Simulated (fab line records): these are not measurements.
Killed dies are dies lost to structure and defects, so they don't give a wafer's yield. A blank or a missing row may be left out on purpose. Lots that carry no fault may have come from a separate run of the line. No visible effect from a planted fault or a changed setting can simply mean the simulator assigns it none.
fab line records	flow gf180mcu	part 1 of 2: steps 1 to 27 of 38
record lots=5	wafers=15	last-day=34
route steps=602 shown DNWELL@37 NWELL@42 LVPWELL@54 MVSD@66
lots with no fault: from the same line, run without faults
start-h: start of the lot's first displayed wafer, in hours after the record's first day	wait-h: hours since the lot's step before	" same as the row above	L1.1+2: one row covering several wafers at once	- no value present, or no start provided	* or withheld: withheld	< > ~ a bound
route shown NAME@n: NAME is a module with steps in the file, n the number in the route of the first one	usual: the fault-free wafers' mean and standard deviation	same: alike in all rows	chamber/n: place in a boat	sites: the reading at each site	_std_site: the values' standard deviation	_edge_site: the outer-site mean with the inner-site mean subtracted	radius-mm: how far each site lies from the wafer's centre	mask NAME#n: copy n	behind: the tool/chamber that last shaped the wafer	hold: what put the lot on hold/how long, in hours/how the hold closed	device: the transistor (n, p or np) that didn't switch	end of line: tests run on the same wafers once the route is complete	a step given without rows: its recipe and nothing more	killed: count of dies lost to structure and defects at first sort (not the wafer's yield)	map: per-die view of a wafer (x killed, . not killed, _ where there is no die)
set.NAME: the run value of the setting; set.NAME@STEP: its run value at that earlier step	model.NAME: the simulator's own value behind a step, which no gauge read
lots seen at some steps along the route; tables by step, rows by wafer
services: a tool's chamber out of use, with start hour (start-h, from the record's first day; less than 0 if before it), hours out, and reason
## steps
# step GF_DNWELL_PEB_05
# recipe temp-c=115	time-s=withheld
# usual resist-line-temp-C=23.00/0.1
lot.wafer	tool	chamber	start-h	wait-h	resist-line-temp-C
L077.2	litho-track-04	0	-	-	23.05
L077.5	"	0	"	"	23.15
L077.6	"	0	"	"	23.08
L088.1	litho-track-04	0	-	-	23.11
L088.2	"	0	"	"	22.98
L088.4	"	0	"	"	23.09
L091.4	litho-track-04	0	-	-	23.19
L091.5	"	0	"	"	23.13
L091.6	"	0	"	"	23.15
L092.1	litho-track-04	0	-	-	23.02
L092.4	"	0	"	"	22.93
L092.5	"	0	"	"	22.87
L097.1	litho-track-04	0	-	-	23.29
L097.2	"	0	"	"	22.96
L097.5	"	0	"	"	23.11
# step GF_DNWELL_DEVELOP_06
# recipe wall-angle-deg=90	develop-time-s=60	dev-temp-c=23
# usual developer-temp-C=23.01/0.1	resist-line-temp-C=22.99/0.097
lot.wafer	tool	chamber	start-h	wait-h	developer-temp-C	resist-line-temp-C
L077.2	litho-track-04	0	-	-	22.96	22.95
L077.5	"	0	"	"	23.23	22.91
L077.6	"	0	"	"	23.05	22.91
L088.1	litho-track-04	0	-	-	23.09	22.99
L088.2	"	0	"	"	22.94	23.10
L088.4	"	0	"	"	23.06	23.03
L091.4	litho-track-04	0	-	-	22.93	23.03
L091.5	"	0	"	"	22.89	22.98
L091.6	"	0	"	"	22.83	23.08
L092.1	litho-track-04	0	-	-	23.06	22.81
L092.4	"	0	"	"	22.98	23.09
L092.5	"	0	"	"	23.14	22.77
L097.1	litho-track-04	0	-	-	23.02	22.95
L097.2	"	0	"	"	23.09	22.87
L097.5	"	0	"	"	23.09	22.86
# step GF_DNWELL_IMPLANT_07
# recipe species=P	energy-kev=1500	dose-cm2=1e+13	tilt-deg=0
lot.wafer	tool	chamber	start-h	wait-h
L077.2+5+6	implanter-02	0	58.92	-
L088.1+2+4	implanter-04	0	115.60	-
L091.4+5+6	implanter-02	0	132.37	-
L092.1+4+5	implanter-04	0	137.10	-
L097.1+2+5	implanter-03	0	167.55	-
# step GF_DNWELL_STRIP_08
# recipe chemistry=O2/N2	power-w=1400	pressure-mtorr=1500	platen-temp-c=250	o2-flow-sccm=3000	n2-flow-sccm=300	overash-fraction=0.5
# usual drypump-motor-current-A=5.6/0.47	heater-power-w=331/29	n2-flow-sccm=300.2/1	oes-product-au=0.723/0.0045	strip-time-to-endpoint-s=36.92/0.11
# same overash-fraction=0.5
lot.wafer	tool	chamber	start-h	wait-h	drypump-motor-current-A	heater-power-w	n2-flow-sccm	oes-product-au	rf-hours-counter-h	strip-time-to-endpoint-s
L077.2	plasma-asher-04	1	59.05	0.1	5.4	335	299.3	0.725	41	36.86
L077.5	"	0	"	"	4.9	389	300.0	0.723	-	36.82
L077.6	"	1	"	"	5.4	336	299.5	0.720	-	36.98
L088.1	plasma-asher-04	0	115.75	0.1	4.9	392	300.0	0.726	47	37.08
L088.2	"	1	"	"	5.4	333	299.7	0.732	47	37.05
L088.4	"	1	"	"	5.4	322	300.0	0.720	-	37.02
L091.4	plasma-asher-01	1	132.48	0.1	6.2	314	299.5	0.734	-	36.99
L091.5	"	0	"	"	5.6	321	299.9	0.727	-	36.87
L091.6	"	1	"	"	6.2	308	300.6	0.729	-	36.89
L092.1	plasma-asher-01	0	137.25	0.1	5.5	318	301.1	0.732	48	36.93
L092.4	"	0	"	"	5.5	314	301.6	0.720	-	36.95
L092.5	"	1	"	"	6.2	321	299.4	0.726	-	36.88
L097.1	plasma-asher-04	0	167.70	0.1	4.9	394	300.4	0.724	53	36.84
L097.2	"	1	"	"	5.4	319	300.4	0.718	53	36.90
L097.5	"	1	"	"	5.4	338	299.5	0.731	-	36.92
# step GF_DNWELL_TW_MEAS_09
# usual DNWELL_TW=1364/8
lot.wafer	tool	chamber	start-h	wait-h	DNWELL_TW
L077.2	film-metro-04	-	59.16	0.1	1366
L077.5	"	-	"	"	1366
L077.6	"	-	"	"	1361
L088.1	film-metro-04	-	115.85	0.1	1351
L088.2	"	-	"	"	1355
L088.4	"	-	"	"	1350
L091.4	film-metro-04	-	132.58	0.1	1368
L091.5	"	-	"	"	1364
L091.6	"	-	"	"	1365
L092.1	film-metro-02	-	137.35	0.1	1357
L092.4	"	-	"	"	1356
L092.5	"	-	"	"	1349
L097.1	film-metro-04	-	167.80	0.1	1356
L097.2	"	-	"	"	1348
L097.5	"	-	"	"	1349
# step GF_NWELL_DEHYDRATE_00
# recipe temp-c=200	time-s=60
# usual resist-line-temp-C=22.99/0.1
lot.wafer	tool	chamber	start-h	wait-h	resist-line-temp-C
L077.2	litho-track-03	0	65.05	5.9	23.06
L077.5	"	0	"	"	22.93
L077.6	"	0	"	"	22.90
L088.1	litho-track-02	0	122.60	6.7	23.11
L088.2	"	0	"	"	23.16
L088.4	"	0	"	"	23.09
L091.4	litho-track-03	0	139.74	7.2	23.01
L091.5	"	0	"	"	23.02
L091.6	"	0	"	"	23.03
L092.1	litho-track-03	0	144.67	7.3	22.99
L092.4	"	0	"	"	22.97
L092.5	"	0	"	"	23.07
L097.1	litho-track-03	0	175.77	8.0	23.06
L097.2	"	0	"	"	23.02
L097.5	"	0	"	"	22.80
# step GF_NWELL_HMDS_01
# recipe prime-time-s=60	prime-temp-c=120
# usual resist-line-temp-C=23.01/0.11
lot.wafer	tool	chamber	start-h	wait-h	resist-line-temp-C
L077.2	litho-track-03	0	65.20	0.1	22.86
L077.5	"	0	"	"	22.77
L077.6	"	0	"	"	22.88
L088.1	litho-track-02	0	122.75	0.1	22.94
L088.2	"	0	"	"	22.93
L088.4	"	0	"	"	22.83
L091.4	litho-track-03	0	139.89	0.1	23.04
L091.5	"	0	"	"	22.95
L091.6	"	0	"	"	23.07
L092.1	litho-track-03	0	144.82	0.1	23.13
L092.4	"	0	"	"	23.10
L092.5	"	0	"	"	23.17
L097.1	litho-track-03	0	175.92	0.1	22.87
L097.2	"	0	"	"	22.72
L097.5	"	0	"	"	22.91
# step GF_NWELL_COAT_02
# recipe spin-rpm=2000	resist-thk-nm=3000
# usual resist-line-temp-C=22.99/0.1
lot.wafer	tool	chamber	start-h	wait-h	resist-line-temp-C
L077.2	litho-track-03	0	65.35	0.1	22.92
L077.5	"	0	"	"	22.97
L077.6	"	0	"	"	22.99
L088.1	litho-track-02	0	122.90	0.1	23.09
L088.2	"	0	"	"	23.04
L088.4	"	0	"	"	23.08
L091.4	litho-track-03	0	140.04	0.1	22.92
L091.5	"	0	"	"	22.88
L091.6	"	0	"	"	22.91
L092.1	litho-track-03	0	144.97	0.1	22.91
L092.4	"	0	"	"	23.02
L092.5	"	0	"	"	22.95
L097.1	litho-track-03	0	176.07	0.1	23.02
L097.2	"	0	"	"	22.90
L097.5	"	0	"	"	22.92
# step GF_NWELL_SOFTBAKE_03
# recipe temp-c=110	time-s=withheld
# usual resist-line-temp-C=23.01/0.11
lot.wafer	tool	chamber	start-h	wait-h	resist-line-temp-C
L077.2	litho-track-03	0	65.50	0.1	22.94
L077.5	"	0	"	"	22.96
L077.6	"	0	"	"	22.89
L088.1	litho-track-02	0	123.05	0.1	23.00
L088.2	"	0	"	"	23.02
L088.4	"	0	"	"	22.95
L091.4	litho-track-03	0	140.22	0.1	23.07
L091.5	"	0	"	"	22.98
L091.6	"	0	"	"	22.97
L092.1	litho-track-03	0	145.12	0.1	23.00
L092.4	"	0	"	"	22.94
L092.5	"	0	"	"	22.99
L097.1	litho-track-03	0	176.22	0.1	22.98
L097.2	"	0	"	"	23.03
L097.5	"	0	"	"	22.94
# step GF_NWELL_EXPOSE_04
# recipe mask-id=Nwell	target-cd-nm=860	na=0.6	source-shape=conventional	sigma-outer=0.6	dose-mj=260
# same sigma-outer=0.6
lot.wafer	tool	chamber	start-h	wait-h	mask
L077.2+5+6	iline-stepper-02	0	-	-	Nwell#0
L088.1+2+4	iline-stepper-02	0	-	-	Nwell#0
L091.4+5+6	iline-stepper-01	0	-	-	Nwell#0
L092.1+4+5	iline-stepper-02	0	-	-	Nwell#0
L097.1+2+5	iline-stepper-01	0	-	-	Nwell#0
# step GF_NWELL_PEB_05
# recipe temp-c=115	time-s=withheld
# usual resist-line-temp-C=23.00/0.11
lot.wafer	tool	chamber	start-h	wait-h	resist-line-temp-C
L077.2	litho-track-04	0	-	-	22.77
L077.5	"	0	"	"	22.88
L077.6	"	0	"	"	22.82
L088.1	litho-track-04	0	-	-	23.17
L088.2	"	0	"	"	23.17
L088.4	"	0	"	"	22.90
L091.4	litho-track-03	0	-	-	22.99
L091.5	"	0	"	"	22.94
L091.6	"	0	"	"	23.03
L092.1	litho-track-03	0	-	-	22.92
L092.4	"	0	"	"	22.89
L092.5	"	0	"	"	23.03
L097.1	litho-track-04	0	-	-	22.91
L097.2	"	0	"	"	22.91
L097.5	"	0	"	"	23.00
# step GF_NWELL_DEVELOP_06
# recipe wall-angle-deg=90	develop-time-s=60	dev-temp-c=23
# usual developer-temp-C=23.01/0.11	resist-line-temp-C=22.98/0.095
lot.wafer	tool	chamber	start-h	wait-h	developer-temp-C	resist-line-temp-C
L077.2	litho-track-04	0	-	-	22.96	23.00
L077.5	"	0	"	"	22.83	23.06
L077.6	"	0	"	"	23.03	23.07
L088.1	litho-track-04	0	-	-	23.14	22.97
L088.2	"	0	"	"	22.86	22.91
L088.4	"	0	"	"	22.99	23.04
L091.4	litho-track-03	0	-	-	22.85	23.14
L091.5	"	0	"	"	22.92	23.12
L091.6	"	0	"	"	23.07	23.06
L092.1	litho-track-03	0	-	-	22.96	22.93
L092.4	"	0	"	"	22.93	22.98
L092.5	"	0	"	"	22.88	22.83
L097.1	litho-track-04	0	-	-	23.12	22.98
L097.2	"	0	"	"	23.06	23.02
L097.5	"	0	"	"	23.14	22.91
# step GF_NWELL_OVL_MEAS_07
# usual NWELL_OVL=1.0/1.4
lot.wafer	tool	chamber	start-h	wait-h	NWELL_OVL[nm]
L077.2	overlay-01	-	71.55	-	2.0
L077.5	"	-	"	"	1.6
L077.6	"	-	"	"	0.8
L088.1	overlay-01	-	130.30	-	3.9
L088.2	"	-	"	"	2.4
L088.4	"	-	"	"	0.5
L091.4	overlay-02	-	147.84	-	-1.2
L091.5	"	-	"	"	0.5
L091.6	"	-	"	"	1.8
L092.1	overlay-02	-	152.57	-	1.4
L092.4	"	-	"	"	-0.2
L092.5	"	-	"	"	1.5
L097.1	overlay-02	-	183.95	-	0.1
L097.2	"	-	"	"	0.6
L097.5	"	-	"	"	2.3
# step GF_NWELL_IMPLANT_08
# recipe species=P	energy-kev=450	dose-cm2=1.5e+13	tilt-deg=0
lot.wafer	tool	chamber	start-h	wait-h
L077.2+5+6	implanter-01	0	71.61	0.0
L088.1+2+4	implanter-02	0	130.33	0.0
L091.4+5+6	implanter-04	0	147.93	0.1
L092.1+4+5	implanter-04	0	152.61	0.0
L097.1+2+5	implanter-04	0	183.98	0.0
# step GF_NWELL_IMPLANT_09
# recipe species=P	energy-kev=160	dose-cm2=4e+12	tilt-deg=0
lot.wafer	tool	chamber	start-h	wait-h
L077.2+5+6	implanter-01	0	71.76	0.1
L088.1+2+4	implanter-02	0	130.48	0.1
L091.4+5+6	implanter-04	0	148.08	0.1
L092.1+4+5	implanter-04	0	152.76	0.1
L097.1+2+5	implanter-04	0	184.13	0.1
# step GF_NWELL_STRIP_10
# recipe chemistry=O2/N2	power-w=1400	pressure-mtorr=1500	platen-temp-c=250	o2-flow-sccm=3000	n2-flow-sccm=300	overash-fraction=0.5
# usual drypump-motor-current-A=5.6/0.5	heater-power-w=326/41	n2-flow-sccm=300.1/0.92	oes-product-au=0.723/0.0049	strip-time-to-endpoint-s=36.96/0.11
# same overash-fraction=0.5
lot.wafer	tool	chamber	start-h	wait-h	drypump-motor-current-A	heater-power-w	n2-flow-sccm	oes-product-au	rf-hours-counter-h	strip-time-to-endpoint-s
L077.2	plasma-asher-04	0	71.88	0.1	4.9	385	300.3	0.717	43	37.03
L077.5	"	1	"	"	5.4	329	299.5	0.731	-	37.07
L077.6	"	0	"	"	4.9	395	300.5	0.719	-	36.98
L088.1	plasma-asher-03	1	130.63	0.1	6.1	297	300.0	0.727	32	36.89
L088.2	"	0	"	"	6.0	361	300.1	0.725	32	36.82
L088.4	"	0	"	"	6.1	365	300.6	0.718	-	36.79
L091.4	plasma-asher-03	1	148.19	0.1	6.2	300	299.8	0.722	-	36.94
L091.5	"	1	"	"	6.2	300	298.0	0.721	-	36.97
L091.6	"	0	"	"	6.1	375	299.7	0.727	-	36.96
L092.1	plasma-asher-02	1	152.91	0.1	5.7	265	300.7	0.725	4	36.93
L092.4	"	1	"	"	5.7	264	300.4	0.723	-	37.06
L092.5	"	1	"	"	5.7	259	301.2	0.719	-	37.01
L097.1	plasma-asher-04	1	184.28	0.1	5.4	327	301.4	0.741	55	36.94
L097.2	"	0	"	"	4.9	392	301.4	0.722	55	37.04
L097.5	"	1	"	"	5.4	324	301.0	0.726	-	36.99
# step GF_NWELL_TW_MEAS_11
# usual NWELL_TW=1590/11
lot.wafer	tool	chamber	start-h	wait-h	NWELL_TW
L077.2	film-metro-02	-	71.99	0.1	1597
L077.5	"	-	"	"	1608
L077.6	"	-	"	"	1605
L088.1	film-metro-01	-	130.73	0.1	1573
L088.2	"	-	"	"	1578
L088.4	"	-	"	"	1582
L091.4	film-metro-02	-	148.29	0.1	1599
L091.5	"	-	"	"	1594
L091.6	"	-	"	"	1600
L092.1	film-metro-02	-	153.01	0.1	1596
L092.4	"	-	"	"	1594
L092.5	"	-	"	"	1597
L097.1	film-metro-01	-	184.38	0.1	1581
L097.2	"	-	"	"	1584
L097.5	"	-	"	"	1577
# step GF_LVPWELL_DEHYDRATE_00
# recipe temp-c=200	time-s=60
# usual resist-line-temp-C=23.01/0.11
lot.wafer	tool	chamber	start-h	wait-h	resist-line-temp-C
L077.2	litho-track-04	0	78.27	6.3	23.12
L077.5	"	0	"	"	23.15
L077.6	"	0	"	"	23.15
L088.1	litho-track-01	0	138.00	7.3	22.93
L088.2	"	0	"	"	22.85
L088.4	"	0	"	"	22.86
L091.4	litho-track-01	0	155.88	7.6	22.79
L091.5	"	0	"	"	23.01
L091.6	"	0	"	"	23.09
L092.1	litho-track-03	0	160.37	7.4	22.97
L092.4	"	0	"	"	23.00
L092.5	"	0	"	"	23.13
L097.1	litho-track-03	0	192.52	8.1	22.93
L097.2	"	0	"	"	23.00
L097.5	"	0	"	"	22.85
# step GF_LVPWELL_HMDS_01
# recipe prime-time-s=60	prime-temp-c=120
# usual resist-line-temp-C=23.03/0.1
lot.wafer	tool	chamber	start-h	wait-h	resist-line-temp-C
L077.2	litho-track-04	0	78.42	0.1	23.08
L077.5	"	0	"	"	23.05
L077.6	"	0	"	"	23.17
L088.1	litho-track-01	0	138.15	0.1	23.16
L088.2	"	0	"	"	23.19
L088.4	"	0	"	"	23.16
L091.4	litho-track-01	0	156.03	0.1	23.01
L091.5	"	0	"	"	23.07
L091.6	"	0	"	"	23.23
L092.1	litho-track-03	0	160.52	0.1	23.01
L092.4	"	0	"	"	23.15
L092.5	"	0	"	"	23.07
L097.1	litho-track-03	0	192.67	0.1	22.98
L097.2	"	0	"	"	23.07
L097.5	"	0	"	"	22.91
# step GF_LVPWELL_COAT_02
# recipe spin-rpm=2000	resist-thk-nm=3000
# usual resist-line-temp-C=23.00/0.11
lot.wafer	tool	chamber	start-h	wait-h	resist-line-temp-C
L077.2	litho-track-04	0	78.57	0.1	23.11
L077.5	"	0	"	"	23.08
L077.6	"	0	"	"	23.16
L088.1	litho-track-01	0	138.30	0.1	23.01
L088.2	"	0	"	"	23.18
L088.4	"	0	"	"	23.10
L091.4	litho-track-01	0	156.18	0.1	23.06
L091.5	"	0	"	"	22.91
L091.6	"	0	"	"	22.98
L092.1	litho-track-03	0	160.67	0.1	23.01
L092.4	"	0	"	"	23.07
L092.5	"	0	"	"	22.99
L097.1	litho-track-03	0	192.82	0.1	22.91
L097.2	"	0	"	"	22.98
L097.5	"	0	"	"	22.99
# step GF_LVPWELL_SOFTBAKE_03
# recipe temp-c=110	time-s=withheld
# usual resist-line-temp-C=23.00/0.098
lot.wafer	tool	chamber	start-h	wait-h	resist-line-temp-C
L077.2	litho-track-04	0	78.73	0.1	22.92
L077.5	"	0	"	"	23.07
L077.6	"	0	"	"	22.98
L088.1	litho-track-01	0	138.45	0.1	23.01
L088.2	"	0	"	"	22.96
L088.4	"	0	"	"	22.90
L091.4	litho-track-01	0	156.35	0.1	23.02
L091.5	"	0	"	"	22.83
L091.6	"	0	"	"	22.86
L092.1	litho-track-03	0	160.82	0.1	23.11
L092.4	"	0	"	"	22.92
L092.5	"	0	"	"	22.99
L097.1	litho-track-03	0	192.97	0.1	23.03
L097.2	"	0	"	"	23.14
L097.5	"	0	"	"	23.11
# step GF_LVPWELL_EXPOSE_04
# recipe mask-id=LVPWELL	target-cd-nm=600	na=0.6	source-shape=conventional	sigma-outer=0.6	dose-mj=260
# same sigma-outer=0.6
lot.wafer	tool	chamber	start-h	wait-h	mask
L077.2+5+6	iline-stepper-02	0	-	-	LVPWELL#0
L088.1+2+4	iline-stepper-02	0	-	-	LVPWELL#0
L091.4+5+6	iline-stepper-01	0	-	-	LVPWELL#0
L092.1+4+5	iline-stepper-02	0	-	-	LVPWELL#0
L097.1+2+5	iline-stepper-02	0	-	-	LVPWELL#0
# step GF_LVPWELL_PEB_05
# recipe temp-c=115	time-s=withheld
# usual resist-line-temp-C=23.01/0.11
lot.wafer	tool	chamber	start-h	wait-h	resist-line-temp-C
L077.2	litho-track-04	0	-	-	23.04
L077.5	"	0	"	"	23.20
L077.6	"	0	"	"	23.04
L088.1	litho-track-03	0	-	-	22.93
L088.2	"	0	"	"	23.01
L088.4	"	0	"	"	22.92
L091.4	litho-track-01	0	-	-	23.13
L091.5	"	0	"	"	23.07
L091.6	"	0	"	"	23.07
L092.1	litho-track-03	0	-	-	22.87
L092.4	"	0	"	"	22.96
L092.5	"	0	"	"	22.97
L097.1	litho-track-03	0	-	-	23.04
L097.2	"	0	"	"	23.13
L097.5	"	0	"	"	23.04
# step GF_LVPWELL_DEVELOP_06
# recipe wall-angle-deg=90	develop-time-s=60	dev-temp-c=23
# usual developer-temp-C=22.98/0.1	resist-line-temp-C=22.98/0.12
lot.wafer	tool	chamber	start-h	wait-h	developer-temp-C	resist-line-temp-C
L077.2	litho-track-04	0	-	-	23.08	22.97
L077.5	"	0	"	"	22.87	22.94
L077.6	"	0	"	"	23.17	23.14
L088.1	litho-track-03	0	-	-	22.91	22.89
L088.2	"	0	"	"	23.10	22.96
L088.4	"	0	"	"	22.97	23.04
L091.4	litho-track-01	0	-	-	23.07	23.02
L091.5	"	0	"	"	22.85	22.95
L091.6	"	0	"	"	23.14	23.04
L092.1	litho-track-03	0	-	-	23.06	23.00
L092.4	"	0	"	"	23.12	22.84
L092.5	"	0	"	"	23.14	22.84
L097.1	litho-track-03	0	-	-	22.88	22.99
L097.2	"	0	"	"	23.03	23.12
L097.5	"	0	"	"	22.84	22.97
# step GF_LVPWELL_OVL_MEAS_07
# usual LVPWELL_OVL=0.6/1.1
lot.wafer	tool	chamber	start-h	wait-h	LVPWELL_OVL[nm]
L077.2	overlay-02	-	85.45	-	1.6
L077.5	"	-	"	"	0.0
L077.6	"	-	"	"	1.5
L088.1	overlay-01	-	145.97	-	0.4
L088.2	"	-	"	"	0.0
L088.4	"	-	"	"	-0.3
L091.4	overlay-01	-	163.97	-	1.0
L091.5	"	-	"	"	1.9
L091.6	"	-	"	"	-0.6
L092.1	overlay-01	-	168.82	-	1.5
L092.4	"	-	"	"	-0.8
L092.5	"	-	"	"	1.2
L097.1	overlay-02	-	201.02	-	-0.2
L097.2	"	-	"	"	-0.1
L097.5	"	-	"	"	0.3
# step GF_LVPWELL_IMPLANT_08
# recipe species=B	energy-kev=170	dose-cm2=1.5e+13	tilt-deg=0
lot.wafer	tool	chamber	start-h	wait-h
L077.2+5+6	implanter-01	0	85.51	0.0
L088.1+2+4	implanter-03	0	146.01	0.0
L091.4+5+6	implanter-03	0	164.06	0.1
L092.1+4+5	implanter-02	0	168.86	0.0
L097.1+2+5	implanter-02	0	201.05	0.0
# step GF_LVPWELL_IMPLANT_09
# recipe species=B	energy-kev=60	dose-cm2=5e+12	tilt-deg=0
lot.wafer	tool	chamber	start-h	wait-h
L077.2+5+6	implanter-01	0	85.66	0.1
L088.1+2+4	implanter-03	0	146.16	0.1
L091.4+5+6	implanter-03	0	164.21	0.1
L092.1+4+5	implanter-02	0	169.01	0.1
L097.1+2+5	implanter-02	0	201.20	0.1
